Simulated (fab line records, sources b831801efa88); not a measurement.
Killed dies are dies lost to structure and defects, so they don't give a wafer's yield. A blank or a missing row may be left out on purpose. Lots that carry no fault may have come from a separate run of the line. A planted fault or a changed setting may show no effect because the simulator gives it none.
Matching of chambers || flow gf180mcu || 3 sister chambers for GF_V5_CVD_02 on pecvd-02
The step deposits SiO2 from TEOS, target thk 1450 nm, time 163.28 s. 3 wafers are shown with their chamber, then 7 later ones without.

WAFERS PAIRED WITH THEIR CHAMBERS
{"wafer": "L258.4", "chamber": 2, "heaterPowerW (W)": 546}
{"wafer": "L264.1", "chamber": 0, "heaterPowerW (W)": 795}
{"wafer": "L264.3", "chamber": 1, "heaterPowerW (W)": 741}

WAFERS WHOSE CHAMBER IS MISSING
{"wafer": "L264.4", "heaterPowerW (W)": 461}
{"wafer": "L266.1", "heaterPowerW (W)": 872}
{"wafer": "L266.3", "heaterPowerW (W)": 470}
{"wafer": "L266.6", "heaterPowerW (W)": 714}
{"wafer": "L273.2", "heaterPowerW (W)": 835}
{"wafer": "L273.4", "heaterPowerW (W)": 450}
{"wafer": "L273.6", "heaterPowerW (W)": 711}

THE CHAMBER EACH PASSED THROUGH
{"wafer": "L264.4", "from the rows above": 2, "in truth": 2}
{"wafer": "L266.1", "from the rows above": "can't be placed: 0 or 1", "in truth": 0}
{"wafer": "L266.3", "from the rows above": 2, "in truth": 2}
{"wafer": "L266.6", "from the rows above": "can't be placed: 1 or 0", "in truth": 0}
{"wafer": "L273.2", "from the rows above": "can't be placed: 0 or 1", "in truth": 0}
{"wafer": "L273.4", "from the rows above": 2, "in truth": 2}
{"wafer": "L273.6", "from the rows above": "can't be placed: 1 or 0", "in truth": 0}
Correct placement for 3 of the 7. Cannot be placed on the basis of these rows: 4; the candidates contain the true chamber in 4. 0 placed wrongly.
How it was worked out, from the rows above alone: a wafer's distance from a chamber is the root of the sum, over the readings, of the square of ((its reading less the chamber's mean) divided by the reading's scatter). If the next closest chamber is less than 2 further off than the closest, the wafer can't be placed; otherwise it belongs to the closest. For every chamber, the mean is computed from those of its wafers that are shown. The scatter: root of mean squared gap, hidden wafer to nearest shown wafer, with one shown wafer a chamber.
